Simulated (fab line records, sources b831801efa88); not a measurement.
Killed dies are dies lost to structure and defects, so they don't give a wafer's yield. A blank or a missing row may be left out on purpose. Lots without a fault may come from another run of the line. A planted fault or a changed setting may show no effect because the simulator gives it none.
Chamber matching | flow gf180mcu | GF_V4_CMP_04 on cmp-01: 4 sister chambers
The step polishes SiO2. 8 wafers are shown with their chamber, then 8 later ones without.

WAFERS WITH THEIR CHAMBER
wafer  | chamber | motor_current_A (A) | platen_rpm (rpm)
L927.2 | 0       | 11.0                | 59.96
L928.1 | 2       | 10.5                | 59.94
L928.3 | 3       | 11.8                | 60.01
L928.5 | 2       | 10.4                | 59.99
L929.1 | 0       | 10.2                | 59.96
L929.2 | 1       | 13.0                | 60.00
L929.6 | 1       | 13.3                | 59.95
L937.3 | 3       | 11.9                | 60.02

WAFERS WITHOUT THEIR CHAMBER
wafer  | motor_current_A (A) | platen_rpm (rpm)
L937.5 | 12.0                | 59.99
L937.6 | 10.7                | 59.98
L938.3 | 13.0                | 59.99
L938.4 | 10.6                | 60.05
L938.6 | 10.5                | 60.00
L943.2 | 13.0                | 59.99
L943.3 | 10.9                | 59.97
L943.6 | 12.4                | 59.94

WHICH CHAMBER EACH WENT THROUGH
wafer  | from the rows above          | in truth
L937.5 | 3                            | 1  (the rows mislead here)
L937.6 | can't be placed: 0 or 2      | 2
L938.3 | 1                            | 1
L938.4 | can't be placed: 2 or 0 or 3 | 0
L938.6 | can't be placed: 2 or 0      | 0
L943.2 | 1                            | 1
L943.3 | can't be placed: 0 or 2      | 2
L943.6 | can't be placed: 1 or 3      | 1
Placed correctly: 2 of 8. Can't be placed from these rows: 5 (the true chamber is among the candidates in 5). Placed wrongly: 1.
How it was worked out, from the rows above alone: a wafer's distance from a chamber is the root of the sum, over the readings, of the square of ((its reading less the chamber's mean) divided by the reading's scatter). The wafer belongs to the nearest chamber; if the next one is less than 2 further off, it can't be placed. A chamber's mean is the mean of its shown wafers. The scatter: the root of (the sum of the squares of (reading less its chamber's mean) over the shown wafers, divided by (wafers less chambers)).
